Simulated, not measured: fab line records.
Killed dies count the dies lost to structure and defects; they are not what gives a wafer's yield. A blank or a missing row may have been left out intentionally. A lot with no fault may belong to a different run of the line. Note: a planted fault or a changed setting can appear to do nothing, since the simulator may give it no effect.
fab line records | flow sky130
record: lots: 12 wafers: 36 lastDay: 50
route steps=708 shown METAL1@440 VIA1@472 PAD_OPEN@708
lots untouched by any fault: they come from a run of this same line in which no faults occurred
startH: hours from the record's opening day to when the first of the lot's shown wafers began | waitH: time in hours since the lot's previous step | " repeats the value in the row above | L1.1+2: several wafers, shown together as one row | - no value, or no start was given | * or withheld: withheld | < > ~ a bound
route shown NAME@n: NAME is a module with steps in the file, n the number in the route of the first one | usual: average and standard deviation across the fault-free wafers | same: alike in all rows | chamber/n: place in a boat | sites: each site's reading | _std_site: standard deviation across them | _edge_site: inner sites' mean taken away from outer sites' mean | radiusMm: for every site, how far away it sits from the centre of the wafer | mask NAME#n: copy n | behind: the last tool/chamber to shape the wafer | hold: why the lot was held/for how many hours/how that ended | device: the n, p or np transistor that did not switch | end of line: the tests these same wafers got at the end of their route | a step with no rows: only its recipe | killed: not the wafer's yield, but the dies lost to structure and defects at the first sort | map: dies across one wafer; x = killed, . = not, _ = none there
set.NAME: the run value of the setting; set.NAME@STEP: its run value at that earlier step | model.NAME: the simulator's own value behind a step, which no gauge read
one table for each step of the route and one row for each wafer, over a sample of lots
services: when a tool's chamber went out of use (startH, in hours from the record's first day, below 0 if earlier), for how many hours, and the reason
== steps ==
step: SKY_METAL1_THK_MEAS_06
recipe: thkMeasGauge: xrf reads: AlCu_of_METAL1_SPUTTER_02
usual: METAL1_ALCU_THK: 249.5/3
columns lot.wafer tool chamber startH waitH METAL1_ALCU_THK[nm]
L828.2 filmMetro-01 - 726.18 0.1 251.8
L828.4 " - " " 253.2
L828.5 " - " " 257.9
L831.1 filmMetro-04 - 799.72 0.1 249.4
L831.4 " - " " 249.6
L831.6 " - " " 248.8
L833.1 filmMetro-01 - 809.59 0.1 247.1
L833.4 " - " " 246.8
L833.6 " - " " 248.0
L835.2 filmMetro-04 - 816.12 0.1 248.3
L835.5 " - " " 246.8
L835.6 " - " " 246.2
L834.2 filmMetro-01 - 818.56 0.1 245.2
L834.3 " - " " 247.3
L834.5 " - " " 245.3
L840.2 filmMetro-03 - 847.23 0.1 247.1
L840.3 " - " " 246.9
L840.5 " - " " 247.6
L842.1 filmMetro-01 - 873.77 0.1 247.0
L842.5 " - " " 248.8
L842.6 " - " " 244.8
L844.1 filmMetro-01 - 885.93 0.1 253.2
L844.3 " - " " 257.5
L844.6 " - " " 254.0
L847.1 filmMetro-01 - 894.54 0.1 246.2
L847.3 " - " " 246.6
L847.5 " - " " 245.7
L849.2 filmMetro-04 - 903.23 0.1 253.0
L849.4 " - " " 249.8
L849.5 " - " " 255.4
L848.3 filmMetro-01 - 908.10 0.1 254.6
L848.4 " - " " 250.4
L848.5 " - " " 251.1
L850.1 filmMetro-01 - 911.73 0.1 250.7
L850.3 " - " " 249.3
L850.6 " - " " 248.4
step: SKY_METAL1_OVL_MEAS_16
usual: METAL1_OVL: -6/4.5
columns lot.wafer tool chamber startH waitH METAL1_OVL[nm]
L828.2 overlay-02 - 753.87 0.1 -14
L828.4 " - " " -9
L828.5 " - " " -7
L831.1 overlay-01 - 826.16 0.1 -2
L831.4 " - " " -7
L831.6 " - " " 1
L833.1 overlay-01 - 835.81 0.1 6
L833.4 " - " " 2
L833.6 " - " " -5
L835.2 overlay-01 - 842.62 0.1 -4
L835.5 " - " " -8
L835.6 " - " " -16
L834.2 overlay-01 - 844.79 0.1 -3
L834.3 " - " " -7
L834.5 " - " " 1
L840.2 overlay-01 - 873.32 0.1 -11
L840.3 " - " " -9
L840.5 " - " " -13
L842.1 overlay-02 - 899.92 0.1 -6
L842.5 " - " " -4
L842.6 " - " " -7
L844.1 overlay-02 - 911.07 0.1 -12
L844.3 " - " " -12
L844.6 " - " " -10
L847.1 overlay-01 - 920.00 0.1 -6
L847.3 " - " " -5
L847.5 " - " " -4
L849.2 overlay-01 - 928.26 0.1 -6
L849.4 " - " " -8
L849.5 " - " " -5
L848.3 overlay-01 - 932.47 0.1 5
L848.4 " - " " -5
L848.5 " - " " -1
L850.1 overlay-02 - 936.15 0.1 -4
L850.3 " - " " 1
L850.6 " - " " -5
step: SKY_VIA1_ETCH_14
recipe: chemistry: N2/H2 target: BARC ionEnergyEv: 200 sourceW: 500 biasW: 100 pressureMtorr: 30 n2FlowSccm: 100 h2FlowSccm: 200 stopOn: SiO2 timeS: 45.9 targetDepthA: 600
usual: biasW: 100.00/0.3 drypumpMotorCurrentA: 5.5/0.45 oesProductAu: 0.854/0.0045 throttleValvePct: 13.226/0.0089
columns lot.wafer tool chamber startH waitH biasW drypumpMotorCurrentA oesProductAu rfHoursCounterH throttleValvePct
L828.2 rieDiel-03 2 781.44 0.0 100.14 6.0 0.858 15 13.232
L828.4 " 3 " " 100.03 6.2 0.857 25 13.237
L828.5 " 2 " " 100.48 6.0 0.852 - 13.203
L831.1 rieDiel-03 2 854.45 0.0 99.72 6.0 0.850 17 13.234
L831.4 " 2 " " 100.36 6.0 0.849 - 13.218
L831.6 " 0 " " 100.25 5.2 0.848 - 13.224
L833.1 rieDiel-03 2 863.24 0.0 100.43 6.0 0.854 18 13.233
L833.4 " 3 " " 99.67 6.2 0.848 27 13.226
L833.6 " 2 " " 99.71 6.0 0.851 - 13.228
L835.2 rieDiel-01 0 871.15 0.0 100.63 5.9 0.854 7 13.223
L835.5 " 2 " " 100.02 5.3 0.860 - 13.216
L835.6 " 1 " " 99.27 5.3 0.855 - 13.218
L834.2 rieDiel-02 0 872.65 0.0 100.20 4.9 0.851 10 13.224
L834.3 " 2 " " 99.92 5.8 0.860 2 13.224
L834.5 " 0 " " 100.61 4.9 0.854 - 13.218
L840.2 rieDiel-01 1 900.65 0.0 94.13 5.3 0.861 5 13.234
L840.3 " 3 " " 94.02 5.7 0.850 18 13.238
L840.5 " 0 " " 94.35 5.9 0.858 - 13.235
L842.1 rieDiel-01 3 926.50 0.0 94.10 5.8 0.852 19 13.219
L842.5 " 2 " " 94.35 5.3 0.852 - 13.219
L842.6 " 1 " " 94.02 5.4 0.861 - 13.235
L844.1 rieDiel-02 1 936.90 0.0 99.83 5.0 0.849 20 13.221
L844.3 " 2 " " 99.40 5.8 0.852 4 13.242
L844.6 " 0 " " 100.04 5.0 0.847 - 13.230
L847.1 rieDiel-03 0 945.40 0.0 100.25 5.2 0.854 15 13.243
L847.3 " 1 " " 100.07 5.1 0.855 20 13.224
L847.5 " 1 " " 100.12 5.1 0.854 - 13.229
L849.2 rieDiel-02 1 953.45 0.0 99.61 5.0 0.856 21 13.227
L849.4 " 2 " " 100.71 5.8 0.850 4 13.245
L849.5 " 2 " " 100.40 5.8 0.846 - 13.238
L848.3 rieDiel-03 2 958.70 0.0 99.90 6.0 0.859 21 13.229
L848.4 " 2 " " 99.14 6.0 0.856 - 13.225
L848.5 " 1 " " 99.57 5.1 0.848 - 13.223
L850.1 rieDiel-02 0 961.85 0.0 100.18 4.9 0.859 12 13.223
L850.3 " 3 " " 100.64 6.1 0.850 6 13.238
L850.6 " 1 " " 99.87 5.0 0.848 - 13.216
step: SKY_VIA1_SPUTTER_20
recipe: material: TiN targetThkNm: 20 chamberPressurePa: 5 powerW: 4144 timeS: 80
usual: throttleValvePct: 30.1/0.72
columns lot.wafer tool chamber startH waitH throttleValvePct
L828.2 pvdSputter-02 - 782.13 0.0 28.7
L828.4 " - " " 30.9
L828.5 " - " " 28.8
L831.1 pvdSputter-02 - 855.13 0.0 29.7
L831.4 " - " " 29.4
L831.6 " - " " 29.6
L833.1 pvdSputter-04 - 863.92 0.0 30.1
L833.4 " - " " 31.8
L833.6 " - " " 30.0
L835.2 pvdSputter-02 - 871.86 0.0 29.5
L835.5 " - " " 29.4
L835.6 " - " " 30.0
L834.2 pvdSputter-04 - 873.33 0.0 30.0
L834.3 " - " " 31.7
L834.5 " - " " 31.5
L840.2 pvdSputter-04 - 901.33 0.0 31.4
L840.3 " - " " 30.1
L840.5 " - " " 29.9
L842.1 pvdSputter-04 - 927.56 0.0 30.1
L842.5 " - " " 30.0
L842.6 " - " " 30.2
L844.1 pvdSputter-03 - 937.60 0.0 29.5
L844.3 " - " " 30.1
L844.6 " - " " 30.6
L847.1 pvdSputter-04 - 946.09 0.0 29.9
L847.3 " - " " 30.3
L847.5 " - " " 29.9
L849.2 pvdSputter-04 - 954.13 0.0 31.2
L849.4 " - " " 29.7
L849.5 " - " " 31.7
L848.3 pvdSputter-03 - 959.38 0.0 29.7
L848.4 " - " " 30.4
L848.5 " - " " 29.9
L850.1 pvdSputter-04 - 962.56 0.0 29.8
L850.3 " - " " 31.5
L850.6 " - " " 30.0
step: SKY_PAD_OPEN_PROBE_99
usual: defectLimitedYield: 82.5/1.9 killed_at_M0_to_M3: 42/6.4 killed_at_M4_up: 2.9/1.7 killedAtContacts: 25/5.2 killedAtFrontEnd: 16/4.4 killedAtOther: 0.4/0.65 killedDies: 86/9.2 killedOpen: 47/6.6 killedShort: 39/5.8 sort_bin_3_pad_short: 0.9/0.42 sort_bin_5_function: 10.4/1.5 sort_bin_6_memory: 6.3/1 sortNPass: 406/9.2 sortYieldPct: 82.5/1.9
same: grossDies: 492 killedAtBackSide: 0 sort_bin_4_leakage[%]: 0 sort_bin_8_speed[%]: 0
columns lot.wafer tool chamber startH waitH defectLimitedYield[%] killed_at_M0_to_M3 killed_at_M4_up killedAtContacts killedAtFrontEnd killedAtOther killedDies killedOpen killedShort sort_bin_3_pad_short[%] sort_bin_5_function[%] sort_bin_6_memory[%] sortNPass sortYieldPct[%]
L828.2 prober-01 - 1064.26 0.1 84.6 46 3 20 7 0 76 41 34 0 10.2 5.3 416 84.6
L828.4 prober-01 - 1064.36 0.2 80.3 48 4 28 17 0 97 51 45 0.6 11.4 7.7 395 80.3
L828.5 prober-01 - 1064.41 0.2 83.9 43 1 19 14 2 79 32 44 1.8 9.6 4.7 413 83.9
L831.1 prober-02 - 1124.16 0.1 82.3 40 5 17 25 0 87 50 37 1.2 11.4 5.1 405 82.3
L831.4 prober-02 - 1124.31 0.2 84.1 39 3 19 16 1 78 42 35 1.4 9.1 5.3 414 84.1
L831.6 prober-02 - 1124.41 0.2 83.7 41 5 14 20 0 80 38 42 0.4 10.8 5.1 412 83.7
L833.1 prober-01 - 1130.42 0.1 85.2 40 3 17 13 0 73 37 35 0.8 9.8 4.3 419 85.2
L833.4 prober-01 - 1130.57 0.2 80.9 43 2 28 21 0 94 54 40 1.4 12.6 5.1 398 80.9
L833.6 prober-01 - 1130.67 0.2 84.3 38 1 22 16 0 77 42 35 1.6 8.1 5.9 415 84.3
L835.2 prober-02 - 1137.01 0.1 86.4 34 1 11 19 2 67 35 31 1.2 8.1 4.3 425 86.4
L835.5 prober-02 - 1137.16 0.2 81.3 44 3 31 13 1 92 56 36 0.2 11.2 7.3 400 81.3
L835.6 prober-02 - 1137.21 0.2 81.3 43 0 29 20 0 92 55 36 1.2 11.6 5.9 400 81.3
L834.2 prober-01 - 1140.99 0.1 82.3 40 5 26 16 0 87 47 40 0.2 11.8 5.7 405 82.3
L834.3 prober-01 - 1141.04 0.2 83.7 43 3 20 14 0 80 39 41 1.2 10.0 5.1 412 83.7
L834.5 prober-01 - 1141.14 0.2 83.3 40 4 21 16 1 82 40 42 1.0 8.9 6.7 410 83.3
L840.2 prober-02 - 1155.93 0.1 85.0 38 2 20 14 0 74 44 30 0.8 8.1 6.1 418 85.0
L840.3 prober-02 - 1155.98 0.2 86.4 29 5 21 12 0 67 35 32 0.4 8.7 4.5 425 86.4
L840.5 prober-02 - 1156.08 0.2 81.1 50 7 21 15 0 93 57 35 0.2 13.6 5.1 399 81.1
L842.1 prober-02 - 1177.28 0.1 85.0 34 2 22 15 1 74 45 28 0.8 8.3 5.9 418 85.0
L842.5 prober-02 - 1177.48 0.2 80.3 42 2 28 24 1 97 59 38 0.8 11.2 7.7 395 80.3
L842.6 prober-02 - 1177.53 0.2 79.9 40 4 31 23 1 99 58 40 1.0 13.0 6.1 393 79.9
L844.1 prober-02 - 1185.47 0.1 82.1 43 1 28 15 1 88 51 37 0.4 11.2 6.3 404 82.1
L844.3 prober-02 - 1185.57 0.2 85.0 32 3 21 17 1 74 36 38 1.2 7.5 6.3 418 85.0
L844.6 prober-02 - 1185.72 0.2 84.1 47 2 14 15 0 78 44 33 0.6 10.0 5.3 414 84.1
L847.1 prober-02 - 1188.27 0.1 81.9 48 3 24 14 0 89 49 40 0.8 9.8 7.5 403 81.9
L847.3 prober-02 - 1188.37 0.2 81.3 47 2 35 8 0 92 54 38 1.2 10.0 7.5 400 81.3
L847.5 prober-02 - 1188.47 0.2 80.9 48 6 27 13 0 94 51 42 1.0 10.2 7.9 398 80.9
L849.2 prober-01 - 1195.91 0.1 81.7 49 2 20 19 0 90 43 46 1.6 9.8 6.9 402 81.7
L849.4 prober-01 - 1196.01 0.2 82.5 36 4 31 15 0 86 50 34 0.4 8.9 8.1 406 82.5
L849.5 prober-01 - 1196.06 0.2 85.2 24 3 25 19 2 73 44 29 0.4 6.9 7.5 419 85.2
L848.3 prober-02 - 1198.22 0.2 82.9 45 5 22 12 0 84 52 31 0.4 10.2 6.5 408 82.9
L848.4 prober-02 - 1198.27 0.2 81.5 41 1 32 16 1 91 50 41 1.0 10.4 7.1 401 81.5
L848.5 prober-02 - 1198.32 0.2 82.1 48 1 27 12 0 88 50 38 0.6 10.8 6.5 404 82.1
L850.1 prober-02 - 1202.01 0.1 82.3 44 2 24 17 0 87 49 38 1.2 10.0 6.5 405 82.3
L850.3 prober-02 - 1202.11 0.2 81.7 51 1 20 18 0 90 49 41 1.2 10.8 6.3 402 81.7
L850.6 prober-02 - 1202.26 0.2 81.9 35 3 29 22 0 89 51 38 1.0 10.2 6.9 403 81.9
killed by level:class
L828.2 VIA1:geometricParticle:open=14 CONTACT:geometricParticle:open=7 METAL1:geometricParticle:short=6 VIA2:geometricParticle:open=6 VIA2:geometricParticle:short=5 LI_CONTACT:geometricParticle:short=4 CONTACT:geometricParticle:short=4 METAL2:geometricParticle:short=4
L828.4 CONTACT:geometricParticle:open=12 METAL1:geometricParticle:short=10 VIA2:geometricParticle:open=7 VIA1:geometricParticle:open=7 METAL2:geometricParticle:short=6 VIA3:geometricParticle:open=5 POLY_GATE:geometricParticle:short=5 METAL1:geometricParticle:open=5
L828.5 METAL1:geometricParticle:short=8 VIA1:geometricParticle:open=8 CONTACT:geometricParticle:open=6 VIA3:geometricParticle:open=6 VIA2:geometricParticle:short=5 CONTACT:geometricParticle:short=5 FIELD_ISO:geometricParticle:open=4 LI_CONTACT:geometricParticle:short=4
L831.1 FIELD_ISO:geometricParticle:open=7 POLY_GATE:geometricParticle:open=7 VIA1:geometricParticle:open=7 POLY_GATE:geometricParticle:short=6 CONTACT:geometricParticle:open=6 VIA3:geometricParticle:open=6 VIA1:geometricParticle:short=6 LI_CONTACT:geometricParticle:open=5
L831.4 LI_CONTACT:geometricParticle:open=12 VIA1:geometricParticle:open=9 METAL2:geometricParticle:short=7 VIA1:geometricParticle:short=7 POLY_GATE:geometricParticle:open=5 VIA2:geometricParticle:open=4 VIA3:geometricParticle:open=4 FIELD_ISO:geometricParticle:short=3
L831.6 POLY_GATE:geometricParticle:short=7 VIA2:geometricParticle:open=7 VIA3:geometricParticle:open=7 LI_CONTACT:geometricParticle:open=5 VIA1:geometricParticle:open=5 METAL4:geometricParticle:short=5 FIELD_ISO:geometricParticle:short=4 FIELD_ISO:geometricParticle:open=4
L833.1 VIA2:geometricParticle:open=8 LI_CONTACT:geometricParticle:open=6 FIELD_ISO:geometricParticle:open=5 METAL2:geometricParticle:short=5 METAL1:geometricParticle:short=5 VIA3:geometricParticle:open=5 POLY_GATE:geometricParticle:short=4 LOCAL_INTERCONNECT:geometricParticle:short=4
L833.4 CONTACT:geometricParticle:open=11 LI_CONTACT:geometricParticle:open=8 METAL1:geometricParticle:short=8 VIA1:geometricParticle:open=7 VIA3:geometricParticle:open=7 VIA2:geometricParticle:open=6 FIELD_ISO:geometricParticle:short=5 POLY_GATE:geometricParticle:short=5
L833.6 CONTACT:geometricParticle:open=11 VIA1:geometricParticle:open=10 POLY_GATE:geometricParticle:short=5 LI_CONTACT:geometricParticle:open=5 METAL2:geometricParticle:short=5 FIELD_ISO:geometricParticle:open=4 FIELD_ISO:geometricParticle:short=4 METAL1:geometricParticle:short=4
L835.2 VIA2:geometricParticle:open=9 VIA1:geometricParticle:open=7 FIELD_ISO:geometricParticle:open=5 FIELD_ISO:geometricParticle:short=4 LI_CONTACT:geometricParticle:open=4 VIA1:geometricParticle:short=4 METAL2:geometricParticle:short=4 POLY_GATE:geometricParticle:open=3
L835.5 CONTACT:geometricParticle:open=15 VIA1:geometricParticle:open=9 LI_CONTACT:geometricParticle:open=8 VIA2:geometricParticle:open=8 METAL2:geometricParticle:short=6 VIA3:geometricParticle:open=5 POLY_GATE:geometricParticle:short=4 POLY_GATE:geometricParticle:open=4
L835.6 VIA1:geometricParticle:open=17 LOCAL_INTERCONNECT:geometricParticle:short=9 CONTACT:geometricParticle:open=8 VIA2:geometricParticle:open=5 FIELD_ISO:geometricParticle:short=4 POLY_GATE:geometricParticle:short=4 POLY_GATE:geometricParticle:open=4 LI_CONTACT:geometricParticle:open=4
L834.2 CONTACT:geometricParticle:short=11 VIA1:geometricParticle:open=11 VIA3:geometricParticle:open=7 LI_CONTACT:geometricParticle:open=6 CONTACT:geometricParticle:open=5 VIA3:geometricParticle:short=5 FIELD_ISO:geometricParticle:short=4 FIELD_ISO:geometricParticle:open=4
L834.3 VIA1:geometricParticle:open=9 METAL1:geometricParticle:short=6 CONTACT:geometricParticle:open=6 VIA2:geometricParticle:open=6 LOCAL_INTERCONNECT:geometricParticle:short=5 METAL2:geometricParticle:short=5 POLY_GATE:geometricParticle:open=4 LI_CONTACT:geometricParticle:open=4
L834.5 VIA1:geometricParticle:open=12 CONTACT:geometricParticle:open=8 VIA1:geometricParticle:short=7 CONTACT:geometricParticle:short=5 VIA2:geometricParticle:open=5 METAL2:geometricParticle:short=5 FIELD_ISO:geometricParticle:open=4 POLY_GATE:geometricParticle:short=4
L840.2 CONTACT:geometricParticle:open=8 VIA1:geometricParticle:open=8 VIA2:geometricParticle:open=8 VIA3:geometricParticle:open=6 LI_CONTACT:geometricParticle:open=5 METAL2:geometricParticle:short=5 FIELD_ISO:geometricParticle:short=4 CONTACT:geometricParticle:short=4
L840.3 CONTACT:geometricParticle:open=11 METAL4:geometricParticle:short=5 VIA3:geometricParticle:open=5 LI_CONTACT:geometricParticle:open=4 VIA3:geometricParticle:short=4 LOCAL_INTERCONNECT:geometricParticle:short=3 METAL1:geometricParticle:open=3 VIA1:geometricParticle:open=3
L840.5 CONTACT:geometricParticle:open=10 VIA1:geometricParticle:open=10 VIA2:geometricParticle:open=9 VIA3:geometricParticle:open=8 METAL1:geometricParticle:short=6 FIELD_ISO:geometricParticle:open=5 POLY_GATE:geometricParticle:open=5 CONTACT:geometricParticle:short=5
L842.1 VIA1:geometricParticle:open=9 FIELD_ISO:geometricParticle:open=7 METAL2:geometricParticle:short=7 LI_CONTACT:geometricParticle:open=6 LOCAL_INTERCONNECT:geometricParticle:short=6 VIA2:geometricParticle:open=6 CONTACT:geometricParticle:open=5 FIELD_ISO:geometricParticle:short=4
L842.5 VIA1:geometricParticle:open=14 CONTACT:geometricParticle:open=13 VIA2:geometricParticle:open=8 LI_CONTACT:geometricParticle:open=7 FIELD_ISO:geometricParticle:short=7 SPACER:geometricParticle:short=6 METAL1:geometricParticle:short=5 LOCAL_INTERCONNECT:geometricParticle:short=4
L842.6 CONTACT:geometricParticle:open=12 POLY_GATE:geometricParticle:open=9 LI_CONTACT:geometricParticle:open=9 VIA3:geometricParticle:open=7 FIELD_ISO:geometricParticle:open=6 FIELD_ISO:geometricParticle:short=4 LOCAL_INTERCONNECT:geometricParticle:short=4 METAL1:geometricParticle:short=4
L844.1 CONTACT:geometricParticle:open=11 VIA1:geometricParticle:open=10 LI_CONTACT:geometricParticle:open=7 VIA2:geometricParticle:open=7 CONTACT:geometricParticle:short=5 METAL1:geometricParticle:short=5 VIA3:geometricParticle:open=4 POLY_GATE:geometricParticle:short=4
L844.3 FIELD_ISO:geometricParticle:short=6 CONTACT:geometricParticle:open=6 VIA1:geometricParticle:open=6 LI_CONTACT:geometricParticle:open=5 CONTACT:geometricParticle:short=5 METAL2:geometricParticle:short=5 VIA3:geometricParticle:open=5 FIELD_ISO:geometricParticle:open=4
L844.6 VIA1:geometricParticle:open=12 VIA3:geometricParticle:open=6 VIA2:geometricParticle:short=5 VIA1:geometricParticle:short=5 METAL2:geometricParticle:short=5 FIELD_ISO:geometricParticle:open=4 POLY_GATE:geometricParticle:short=4 LI_CONTACT:geometricParticle:open=4
L847.1 VIA1:geometricParticle:open=14 VIA2:geometricParticle:open=10 LOCAL_INTERCONNECT:geometricParticle:short=7 CONTACT:geometricParticle:open=7 LI_CONTACT:geometricParticle:open=6 METAL1:geometricParticle:short=5 FIELD_ISO:geometricParticle:open=4 METAL3:geometricParticle:short=4
L847.3 VIA1:geometricParticle:open=15 CONTACT:geometricParticle:open=13 LI_CONTACT:geometricParticle:open=8 VIA1:geometricParticle:short=8 VIA2:geometricParticle:open=5 CONTACT:geometricParticle:short=5 LI_CONTACT:geometricParticle:short=4 LOCAL_INTERCONNECT:geometricParticle:short=4
L847.5 VIA1:geometricParticle:open=17 CONTACT:geometricParticle:open=11 LI_CONTACT:geometricParticle:open=7 METAL1:geometricParticle:short=7 METAL2:geometricParticle:short=5 VIA3:geometricParticle:open=5 METAL4:geometricParticle:short=5 LOCAL_INTERCONNECT:geometricParticle:short=4
L849.2 VIA1:geometricParticle:open=9 VIA2:geometricParticle:open=9 POLY_GATE:geometricParticle:short=7 CONTACT:geometricParticle:open=7 VIA1:geometricParticle:short=6 METAL3:geometricParticle:short=6 VIA3:geometricParticle:open=6 VIA2:geometricParticle:short=5
L849.4 VIA1:geometricParticle:open=12 CONTACT:geometricParticle:open=11 LI_CONTACT:geometricParticle:open=10 VIA3:geometricParticle:open=6 CONTACT:geometricParticle:short=5 POLY_GATE:geometricParticle:short=4 LOCAL_INTERCONNECT:geometricParticle:short=4 METAL2:geometricParticle:short=4
L849.5 CONTACT:geometricParticle:open=11 LI_CONTACT:geometricParticle:open=9 METAL2:geometricParticle:short=8 POLY_GATE:geometricParticle:open=7 VIA1:geometricParticle:open=4 FIELD_ISO:geometricParticle:short=3 SPACER:geometricParticle:open=3 METAL4:geometricParticle:short=3
L848.3 CONTACT:geometricParticle:open=13 VIA1:geometricParticle:open=13 VIA2:geometricParticle:open=11 POLY_GATE:geometricParticle:short=5 METAL2:geometricParticle:short=5 VIA3:geometricParticle:open=5 LI_CONTACT:geometricParticle:open=4 CONTACT:geometricParticle:short=4
L848.4 CONTACT:geometricParticle:open=13 VIA2:geometricParticle:open=11 LI_CONTACT:geometricParticle:open=7 METAL3:geometricParticle:short=7 POLY_GATE:geometricParticle:short=6 VIA1:geometricParticle:open=5 FIELD_ISO:geometricParticle:short=4 LOCAL_INTERCONNECT:geometricParticle:short=4
L848.5 VIA1:geometricParticle:open=14 CONTACT:geometricParticle:open=9 METAL2:geometricParticle:short=7 CONTACT:geometricParticle:short=6 LI_CONTACT:geometricParticle:open=5 METAL1:geometricParticle:short=5 VIA3:geometricParticle:open=5 METAL2:geometricParticle:open=5
L850.1 VIA1:geometricParticle:open=10 CONTACT:geometricParticle:open=9 METAL1:geometricParticle:short=8 FIELD_ISO:geometricParticle:open=7 LI_CONTACT:geometricParticle:open=7 METAL2:geometricParticle:short=7 VIA3:geometricParticle:open=7 CONTACT:geometricParticle:short=5
L850.3 VIA1:geometricParticle:open=16 METAL1:geometricParticle:short=10 LI_CONTACT:geometricParticle:open=8 CONTACT:geometricParticle:open=7 POLY_GATE:geometricParticle:open=6 METAL2:geometricParticle:short=5 VIA2:geometricParticle:open=5 FIELD_ISO:geometricParticle:short=4
L850.6 CONTACT:geometricParticle:open=16 VIA1:geometricParticle:open=10 FIELD_ISO:geometricParticle:short=6 LI_CONTACT:geometricParticle:open=6 FIELD_ISO:geometricParticle:open=5 CONTACT:geometricParticle:short=5 METAL1:geometricParticle:short=5 METAL2:geometricParticle:short=4
== services ==
columns tool chamber startH hours kind
rieDiel-02 2 773.42 17.0 repair
rieDiel-03 0 792.47 9.0 repair
pvdSputter-03 - 799.77 1.2 repair
rieDiel-02 1 802.30 9.7 repair
rieDiel-01 2 821.71 4.1 repair
pvdSputter-04 - 836.24 1.1 repair
pvdSputter-04 - 836.92 3.8 repair
rieDiel-02 0 841.31 7.5 repair
rieDiel-03 3 842.44 16.7 repair
rieDiel-01 1 851.81 9.4 repair
rieDiel-03 - 866.49 10.2 repair
rieDiel-01 2 871.24 - clean
rieDiel-01 2 871.24 12.9 scheduledDown
rieDiel-02 0 875.42 13.0 repair
rieDiel-03 2 875.81 4.5 repair
pvdSputter-04 - 888.54 1.1 repair
rieDiel-03 3 924.14 - clean
rieDiel-03 3 924.14 - consumableReplace:showerhead
rieDiel-03 3 924.14 28.0 scheduledDown
rieDiel-03 3 924.14 28.0 ventCycle
rieDiel-03 0 924.60 9.7 repair
pvdSputter-03 - 943.85 3.7 repair
rieDiel-03 3 958.20 1.3 repair
pvdSputter-02 - 962.07 5.5 repair
== key ==
firstSign: step: SKY_VIA1_ETCH_14 reading: biasW direction: down sigmas: 20 usual: 100.00 struck: 94.16
effect none on later readings
metAt SKY_VIA1_ETCH_14
struckLots L840,L842
notActingAt SKY_METAL1_THK_MEAS_06,SKY_METAL1_OVL_MEAS_16,SKY_VIA1_SPUTTER_20
onsetBetween 871.15 900.65
fault: kind: processParameterDrift tool: rieDiel-01 chamber: - onsetH: 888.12 steps: SKY_VIA1_ETCH_14 channel: biasW offset: -5.5906 shape: step endH: 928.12 actsIn: theseRecipesOnly stated: 100
